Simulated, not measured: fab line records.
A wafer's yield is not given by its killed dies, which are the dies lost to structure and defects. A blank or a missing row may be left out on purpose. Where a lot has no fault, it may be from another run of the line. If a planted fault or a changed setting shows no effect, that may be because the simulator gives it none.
Chamber matching + flow gf180mcu + GF_V5_CVD_02 on pecvd-01: 3 sister chambers
The step deposits SiO2 from TEOS, target thk 1450 nm, time 163.28 s. 3 wafers are shown with their chamber, then 8 later ones without.

== WAFERS PAIRED WITH THEIR CHAMBERS ==
| wafer  | chamber | heaterPowerW (W) |
|--------|---------|------------------|
| L991.6 | 2       | 512              |
| L992.5 | 0       | 820              |
| L998.1 | 1       | 672              |

== WAFERS WITHOUT THEIR CHAMBER ==
| wafer  | heaterPowerW (W) |
|--------|------------------|
| L998.3 | 787              |
| L998.4 | 536              |
| L999.4 | 502              |
| L999.5 | 528              |
| L999.6 | 694              |
| L103.2 | 636              |
| L103.3 | 592              |
| L103.6 | 492              |

== EACH ONE'S CHAMBER ==
| wafer  | from the rows above     | in truth                   |
|--------|-------------------------|----------------------------|
| L998.3 | 0                       | 0                          |
| L998.4 | 2                       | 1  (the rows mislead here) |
| L999.4 | 2                       | 2                          |
| L999.5 | 2                       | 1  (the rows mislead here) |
| L999.6 | 1                       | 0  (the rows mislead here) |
| L103.2 | 1                       | 1                          |
| L103.3 | can't be placed: 1 or 2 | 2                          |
| L103.6 | 2                       | 2                          |
4 of 8 placed correctly. These rows do not allow placing 1 (true chamber among the candidates in 1). Wrongly placed: 3.
How it was worked out, from the rows above alone: a wafer's distance from a chamber is the root of the sum, over the readings, of the square of ((its reading less the chamber's mean) divided by the reading's scatter). The wafer belongs to the nearest chamber; if the next one is less than 2 further off, it can't be placed. The mean given for a chamber averages the wafers shown for that chamber. The scatter: with one shown wafer a chamber, the root of the mean of the squares of how far each hidden wafer lies from its nearest shown one.
